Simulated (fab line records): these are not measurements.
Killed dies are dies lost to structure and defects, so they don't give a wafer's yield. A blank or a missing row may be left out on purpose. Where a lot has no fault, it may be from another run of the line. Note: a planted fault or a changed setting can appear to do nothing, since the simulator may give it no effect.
Check of tool commonality | flow sky130 | Sample size 13 lots and 39 wafers

## THE REASON FOR OPENING IT
SKY_RES_XHIGH_TW_MEAS_09, reading RES_XHIGH_TW: flagged on 2 of 13 lots. Wafers without a fault read 1631, standard deviation 12.
Rule: a lot is flagged in two cases, either no wafer of it has a number, or all its wafers with numbers fall more than 4 standard deviations from that mean. The rest of the lots are taken to be sound.

lot  | measured     | on            | RES_XHIGH_TW, wafer by wafer | flag
L171 | day 27 13:49 | film-metro-03 | 1634 1629 1632               |
L173 | day 27 19:29 | film-metro-04 | 1627 1629 1626               |
L174 | day 28 01:14 | film-metro-04 | 1623 1623 1632               |
L175 | day 28 18:14 | film-metro-04 | 1630 1627 1629               |
L177 | day 29 14:52 | film-metro-04 | 1623 1619 1617               |
L181 | day 30 15:20 | film-metro-03 | 1641 1639 1639               |
L182 | day 31 01:55 | film-metro-04 | 1623 1623 1621               |
L187 | day 32 23:34 | film-metro-04 | 1621 1619 1618               |
L189 | day 33 07:47 | film-metro-01 | 1065 1067 1063               | FLAGGED
L188 | day 33 11:06 | film-metro-03 | 1061 1061 1064               | FLAGGED
L191 | day 33 16:31 | film-metro-01 | 1650 1653 1652               |
L192 | day 34 01:32 | film-metro-04 | 1633 1627 1630               |
L193 | day 34 05:58 | film-metro-01 | 1644 1640 1645               |
The mean of the flagged lots' numbers is 1064, -568 from the usual (-47 standard deviations).

## LOT BY LOT: THE TOOL USED
Before the reading, the record contains 2 process steps out of a 708-step route. In each cell: the tool, then ch and the chambers that the sampled wafers went through, then the start.
lot  | flag    | SKY_RES_XHIGH_IMPLANT_07        | SKY_RES_XHIGH_STRIP_08
L171 |         | implanter-03 ch 0, day 27 13:35 | plasma-asher-04 ch 0,1, day 27 13:43
L173 |         | implanter-01 ch 0, day 27 19:14 | plasma-asher-04 ch 0,1, day 27 19:23
L174 |         | implanter-03 ch 0, day 28 01:01 | plasma-asher-04 ch 1, day 28 01:08
L175 |         | implanter-03 ch 0, day 28 17:59 | plasma-asher-03 ch 0,1, day 28 18:07
L177 |         | implanter-03 ch 0, day 29 14:40 | plasma-asher-03 ch 0,1, day 29 14:46
L181 |         | implanter-03 ch 0, day 30 15:05 | plasma-asher-04 ch 1, day 30 15:13
L182 |         | implanter-01 ch 0, day 31 01:40 | plasma-asher-02 ch 0,1, day 31 01:49
L187 |         | implanter-04 ch 0, day 32 23:19 | plasma-asher-02 ch 0,1, day 32 23:28
L189 | FLAGGED | implanter-01 ch 0, day 33 07:32 | plasma-asher-03 ch 0, day 33 07:41
L188 | FLAGGED | implanter-01 ch 0, day 33 10:53 | plasma-asher-03 ch 0,1, day 33 11:01
L191 |         | implanter-03 ch 0, day 33 16:19 | plasma-asher-02 ch 0,1, day 33 16:25
L192 |         | implanter-04 ch 0, day 34 01:17 | plasma-asher-04 ch 0,1, day 34 01:26
L193 |         | implanter-04 ch 0, day 34 05:43 | plasma-asher-02 ch 0,1, day 34 05:52
These steps, and what they do:
- SKY_RES_XHIGH_IMPLANT_07
- SKY_RES_XHIGH_STRIP_08: strips in O2/N2.
- SKY_RES_XHIGH_TW_MEAS_09

## FLAGGED OVER TOTAL, TOOL BY TOOL (the gauges that took the reading come last)
step                     | tool            | lots run | flagged | share of the flagged lots | sound lots run after its first flagged lot
SKY_RES_XHIGH_IMPLANT_07 | implanter-01    | 4        | 2       | all                       | 0
SKY_RES_XHIGH_IMPLANT_07 | implanter-03    | 6        | 0       | none                      | -
SKY_RES_XHIGH_IMPLANT_07 | implanter-04    | 3        | 0       | none                      | -
SKY_RES_XHIGH_STRIP_08   | plasma-asher-02 | 4        | 0       | none                      | -
SKY_RES_XHIGH_STRIP_08   | plasma-asher-03 | 4        | 2       | all                       | 0
SKY_RES_XHIGH_STRIP_08   | plasma-asher-04 | 5        | 0       | none                      | -
SKY_RES_XHIGH_TW_MEAS_09 | film-metro-01   | 3        | 1       | some                      | 2 (L191,L193)
SKY_RES_XHIGH_TW_MEAS_09 | film-metro-03   | 3        | 1       | some                      | 0
SKY_RES_XHIGH_TW_MEAS_09 | film-metro-04   | 7        | 0       | none                      | -

## WHAT THE TABLE PERMITS
2 rows of the table ran every flagged lot: implanter-01 at SKY_RES_XHIGH_IMPLANT_07, plasma-asher-03 at SKY_RES_XHIGH_STRIP_08.
- implanter-01 at SKY_RES_XHIGH_IMPLANT_07 ran 4 lots, 2 of them flagged. Its last sound lot is L182 (day 31 01:40), its first flagged lot L189 (day 33 07:32): a fault that began between those two fits. Its own readings (beam-on-s, dose-ions-cm2) fall more than 4 standard deviations out on all wafers of the flagged lots.
- plasma-asher-03 at SKY_RES_XHIGH_STRIP_08 ran 4 lots, 2 of them flagged. Its last sound lot is L177 (day 29 14:46), its first flagged lot L189 (day 33 07:41): a fault that began between those two fits.
A lot count leaves these 2 tools indistinguishable: every one of them fits a fault beginning at some hour. More lots, or a look at what each step does to the wafer, might.

## WHAT THE SIMULATOR HAD INSERTED
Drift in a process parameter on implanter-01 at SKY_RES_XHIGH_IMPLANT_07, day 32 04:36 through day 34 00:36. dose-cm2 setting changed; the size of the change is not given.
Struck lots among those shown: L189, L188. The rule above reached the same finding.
